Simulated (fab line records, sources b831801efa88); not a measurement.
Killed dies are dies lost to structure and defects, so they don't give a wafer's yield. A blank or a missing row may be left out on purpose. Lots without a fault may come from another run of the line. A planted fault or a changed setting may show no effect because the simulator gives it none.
Split-lot experiment | flow sfq_line | 5 lots, 27 wafers read, on a route of 325 steps

THE SPLIT
At SFQ_TRILAYER_A5C_DEP_PECVD_142 (deposits SiO2 from SiH4/N2O, time 15.556 s, target thk 70 nm), the setting time_s was moved away from the recipe's 15.556 s on 9 of the 27 wafers read, by -59.7% to +25.7%. The other wafers ran this setting at the recipe's value.

FROM THE SPLIT TO THE READING: what the file shows between them, 3 steps
- SFQ_TRILAYER_I5_LITHO_COAT_149: resist thk 62 nm
- SFQ_TRILAYER_I5_LITHO_COAT_144: resist thk 662.8 nm
- SFQ_TRILAYER_C5_BARC_OPEN_VIA_ETCH_210: etches BARC in O2, target depth 125 nm, time 41.7 s

THE READING
oes_product_au, in a.u., at SFQ_TRILAYER_C5_ETCH_VIA_ETCH_154 (etches SiO2 in CHF3, stops on Nb, target depth 84 nm). Fault-free wafers of this fab line usually give 0.894 a.u., standard deviation 0.009 a.u..

wafer  | tool, chamber at the split | time_s as run, s | against the recipe | oes_product_au, a.u. | against lot-mates on the recipe
L077.1 | pecvd-02, 2                | 19.55            | +25.7%             | 1.007                | +0.120
L077.2 | pecvd-02, 1                | 19.55            | +25.7%             | 1.006                | +0.119
L077.3 | pecvd-02, 0                | 15.556           | recipe             | 0.885                | -
L077.4 | pecvd-02, 0                | 15.556           | recipe             | 0.884                | -
L077.5 | pecvd-02, 2                | 19.55            | +25.7%             | 1.007                | +0.120
L077.6 | pecvd-02, 1                | 15.556           | recipe             | 0.891                | -
L078.1 | pecvd-01, 0                | 15.556           | recipe             | 0.879                | -
L078.2 | pecvd-01, 1                | 15.556           | recipe             | 0.886                | -
L078.6 | pecvd-01, 1                | 15.556           | recipe             | 0.898                | -
L079.1 | pecvd-02, 0                | 15.556           | recipe             | 0.894                | -
L079.2 | pecvd-02, 2                | 8.549            | -45.0%             | 0.660                | -0.234
L079.3 | pecvd-02, 1                | 8.549            | -45.0%             | 0.666                | -0.228
L079.4 | pecvd-02, 2                | 8.549            | -45.0%             | 0.674                | -0.220
L079.5 | pecvd-02, 1                | 15.556           | recipe             | 0.891                | -
L079.6 | pecvd-02, 0                | 15.556           | recipe             | 0.897                | -
L083.1 | pecvd-01, 2                | 15.556           | recipe             | 0.882                | -
L083.2 | pecvd-01, 1                | 6.274            | -59.7%             | 0.582                | -0.312
L083.3 | pecvd-01, 0                | 6.274            | -59.7%             | 0.594                | -0.300
L083.4 | pecvd-01, 2                | 15.556           | recipe             | 0.905                | -
L083.5 | pecvd-01, 1                | 6.274            | -59.7%             | 0.588                | -0.306
L083.6 | pecvd-01, 0                | 15.556           | recipe             | 0.894                | -
L085.1 | pecvd-04, 0                | 15.556           | recipe             | 0.872                | -
L085.2 | pecvd-04, 2                | 15.556           | recipe             | 0.875                | -
L085.3 | pecvd-04, 1                | 15.556           | recipe             | 0.904                | -
L085.4 | pecvd-04, 0                | 15.556           | recipe             | 0.883                | -
L085.5 | pecvd-04, 1                | 15.556           | recipe             | 0.907                | -
L085.6 | pecvd-04, 2                | 15.556           | recipe             | 0.886                | -

THE FIT
A straight line over all 27 wafers: oes_product_au changes by +0.00494 a.u. for each +1% of time_s; r = +1.00; the points scatter about the line by 0.0094 a.u..
The same after taking each lot's own level away (the mean of its wafers on the recipe; 27 wafers): +0.00503 a.u. for each +1%; r = +1.00; scatter 0.009 a.u..
On that fit, the largest move of time_s shifts the reading by 0.3 a.u..
The lots' own levels span 0.8867 to 0.8940 a.u., that is 0.8 times the standard deviation above.
So the lot-to-lot level changes the slope little: the two slopes agree.
Check: with one of the wafers moved furthest among these (-59.7%) left out of the fit, the line predicts -0.299 a.u. for it against its lot-mates. It came out at -0.312 a.u. against them.

OTHER SPLITS ON THESE WAFERS
These wafers also went through other splits before the reading. Each is held against what the fit with the lots' levels taken away leaves over:
other split on the same wafers                  | wafers away from the commonest value | r with oes_product_au (lot level and that fit taken away)
SFQ_TRILAYER_M5_BARC_OPEN_METAL_ETCH_161 time_s | 9                                    | -0.15

THE WHOLE CHAIN: every reading that the file lists as answering this split, in the file's order
step                              | what it does                                                 | reading                                                                                    | change (the file's fit)                   | r (the file's)
SFQ_TRILAYER_A5C_DEP_PECVD_142    | deposits SiO2 from SiH4/N2O, time 15.556 s, target thk 70 nm | SiO2_of_TRILAYER_A5C_DEP_PECVD_142.thk_nm (the simulator's own value, which no gauge read) | +0.701 nm for each +1% of the setting     | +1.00
SFQ_TRILAYER_C5_ETCH_VIA_ETCH_154 | etches SiO2 in CHF3, stops on Nb, target depth 84 nm         | oes_product_au                                                                             | +0.00506 a.u. for each +1% of the setting | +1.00
SFQ_TRILAYER_C5_ETCH_VIA_ETCH_154 | etches SiO2 in CHF3, stops on Nb, target depth 84 nm         | C5.feature_depth_nm (the simulator's own value, which no gauge read)                       | +0.691 nm for each +1% of the setting     | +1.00
SFQ_TRILAYER_C5_ETCH_VIA_ETCH_154 | etches SiO2 in CHF3, stops on Nb, target depth 84 nm         | etch.depth_nm (the simulator's own value, which no gauge read)                             | +0.689 nm for each +1% of the setting     | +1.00

THE FILE'S OWN FIT
oes_product_au changes by +0.00506 a.u. for each +1% of time_s, r = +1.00.
